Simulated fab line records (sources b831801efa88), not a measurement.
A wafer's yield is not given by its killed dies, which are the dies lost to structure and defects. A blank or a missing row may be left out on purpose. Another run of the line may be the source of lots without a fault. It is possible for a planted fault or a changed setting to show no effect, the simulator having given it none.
8D (eight disciplines) problem report, filled in by code    flow sky130    the parts of the form that need people (team, actions taken, sign-off) are left out

1. PROBLEM STATEMENT
Wafers without a fault read 89.1 s, standard deviation 0.37; run_length_s at SKY_VT_ADJUST_HVTP_SOFTBAKE_03 reads a mean of 106.1 s on 5 wafers belonging to 3 lots. Relative to the usual mean, that is a shift of +46 standard deviations.
The step: time 60 s.
The first sign was on wafer L782.1 at day 7 18:08, on litho_track-04. The record holds 42 wafers of 15 lots with a number at this step. Rule for "out", or "out of limits": more than 4 standard deviations from the usual mean. The other wafers with a number count as sound.

2. WHAT IT IS AND WHAT IT IS NOT
question                     is                                      is not
which readings at this step  run_length_s                            resist_line_temp_C
which lots                   L782, L784, L787                        L774, L775, L776, L777, L778, L779, L791, L793, L794, L795, L796, L797
which wafers of those lots   L782.1, L782.6, L784.1, L784.6, L787.6  L787.2
read on which tools          litho_track-04                          litho_track-01, litho_track-03
when                         from day 7 18:08                        up to then (18 sound wafers); but 19 sound wafers of L787, L791, L793, L794, L795, L796, L797 came after

3. WHAT RULES OUT EACH SUSPECT
Counting: any tool at a process step up to the reading remains a suspect provided it ran every lot that is out. Sound lots after the first of them don't rule it out here, since some wafers of a struck lot are sound.
- litho_track-04 at SKY_VT_ADJUST_HVTP_SOFTBAKE_03 (time 60 s): kept. Every lot that is out went through it, the first being L782 (day 7 18:08); the last sound lot it ran before that was L778 (day 6 18:28). On those wafers its own readings are out: run_length_s.
Left after counting: litho_track-04 at SKY_VT_ADJUST_HVTP_SOFTBAKE_03.

4. THE CAUSE (what the simulator had put in)
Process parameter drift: litho_track-04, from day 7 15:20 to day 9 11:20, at SKY_VT_ADJUST_HVTP_SOFTBAKE_03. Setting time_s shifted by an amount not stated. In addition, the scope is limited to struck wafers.
Counting left only this tool.

5. THE CHAIN OF EFFECTS, in route order
Rows list readings where the struck wafers' mean (over those with a number) sits beyond 3 standard deviations from the usual. Scope: only readings with a usual standard deviation given in the record; hours: median across lots of the time from each lot's start at the first step in this table that gives one to its start at this step; sigmas: change in usual standard deviations.
hours  step                            reading       usual   on struck wafers  change  sigmas
0      SKY_VT_ADJUST_HVTP_SOFTBAKE_03  run_length_s  89.1 s  106.1             +17.0   +46
The process steps in it:
- SKY_VT_ADJUST_HVTP_SOFTBAKE_03: time 60 s.
At these later measuring or inspecting steps, every struck wafer for which the step has a row has a number for every such reading, and none has moved that far: SKY_VT_ADJUST_NCORE_CD_MEAS_07.

6. HOW IT WOULD HAVE BEEN CAUGHT EARLIER
The fault began at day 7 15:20; the first out-of-limits reading in this record came at day 7 18:08, 3 hours later.
